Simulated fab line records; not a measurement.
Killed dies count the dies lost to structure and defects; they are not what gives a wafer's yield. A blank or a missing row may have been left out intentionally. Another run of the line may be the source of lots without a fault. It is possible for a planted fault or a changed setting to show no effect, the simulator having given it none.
Which tool was responsible?    flow sky130    route of 708 steps, sampled at 1 step: 12 lots, 36 wafers

== WHAT EACH GAUGE READ, for each wafer ==
SKY_FIELD_ISO_THK_MEAS_02.
lot   measured     on            FIELD_ISO_OXIDATION_00_THK (nm)
L075  day 1 17:46  filmMetro-01  12.1 12.0 12.4
L077  day 2 03:01  filmMetro-03  11.8 11.9 11.8
L079  day 2 12:51  filmMetro-03  12.1 12.2 12.1
L081  day 2 23:01  filmMetro-01  11.5 11.7 11.6
L083  day 3 09:45  filmMetro-03  12.7 12.4 12.3
L085  day 3 18:39  filmMetro-01  12.6 12.5 12.5
L087  day 4 05:17  filmMetro-03  12.4 12.5 12.7
L089  day 4 14:38  filmMetro-01  11.8 12.0 11.8
L091  day 5 01:08  filmMetro-03  12.0 11.9 12.0
L093  day 5 11:25  filmMetro-03  12.0 12.2 12.1
L095  day 5 21:26  filmMetro-01  12.0 11.9 11.9
L097  day 6 07:40  filmMetro-01  12.0 12.0 12.1

== WHICH TOOL RAN EACH LOT (tool, then ch and the chambers of the sampled wafers, then the start) ==
The record shows no process step preceding these readings.

== THE ANSWER, worked out from the rows above alone ==
Rule: usual is defined by the lots themselves. Put in order of their means at a reading, lots are off if they are a third of the lots or fewer, leave a main group of 4 or more, and stand apart from it by a gap of 3 or more times the standard deviation of the main group's means; of several such gaps the widest counts. If all means in a main group match to the digits the tables above print for the reading, that group is not used. A lot without any number at a reading at which 4 lots or more have one is off too. All remaining lots with rows at the step are treated as sound.
Across all readings shown, no lot is off: no conclusion can be drawn from this.

== WHAT THE SIMULATOR PUT IN ==
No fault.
